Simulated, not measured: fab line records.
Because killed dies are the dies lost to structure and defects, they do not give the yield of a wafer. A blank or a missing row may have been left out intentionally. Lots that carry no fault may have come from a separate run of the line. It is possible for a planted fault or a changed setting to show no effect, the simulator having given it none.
Which tool did it?	flow sky130	7 lots (21 wafers sampled), 1 step of a 708-step route

== WHAT THE GAUGES SHOWED, per wafer ==
SKY_NWELL_RS_MEAS_29: the measuring method here is four-point-probe.
lot	measured	on	NWELL_RS (ohm/sq)
L789	day 5 15:49	film metro-02	624.2 622.0 626.5
L792	day 6 08:03	film metro-01	625.2 626.6 627.2
L795	day 7 06:16	film metro-04	622.5 621.1 621.9
L797	day 7 16:57	film metro-04	627.3 625.0 625.3
L799	day 8 01:22	film metro-04	626.5 628.5 625.5
L808	day 10 06:02	film metro-02	624.7 623.9 625.4
L811	day 11 13:03	film metro-01	626.4 627.2 627.0

== WHAT TOOL EACH LOT RAN ON (gives the tool, then ch and the chambers of the sampled wafers, and finally the start) ==
The record shows no process step preceding these readings.

== THE ANSWER, worked out from the rows above alone ==
Rule: the lots themselves supply what counts as usual. Put in order of their means at a reading, lots are off if they are a third of the lots or fewer, leave a main group of 4 or more, and stand apart from it by a gap of 3 or more times the standard deviation of the main group's means; of several such gaps the widest counts. The tables above print the reading to a certain number of digits; a main group whose means all agree to those digits is not used. A lot without any number at a reading at which 4 lots or more have one is off too. All remaining lots with rows at the step are treated as sound.
None of the lots is off at any reading shown; this tells nothing.

== WHAT THE SIMULATOR PUT IN ==
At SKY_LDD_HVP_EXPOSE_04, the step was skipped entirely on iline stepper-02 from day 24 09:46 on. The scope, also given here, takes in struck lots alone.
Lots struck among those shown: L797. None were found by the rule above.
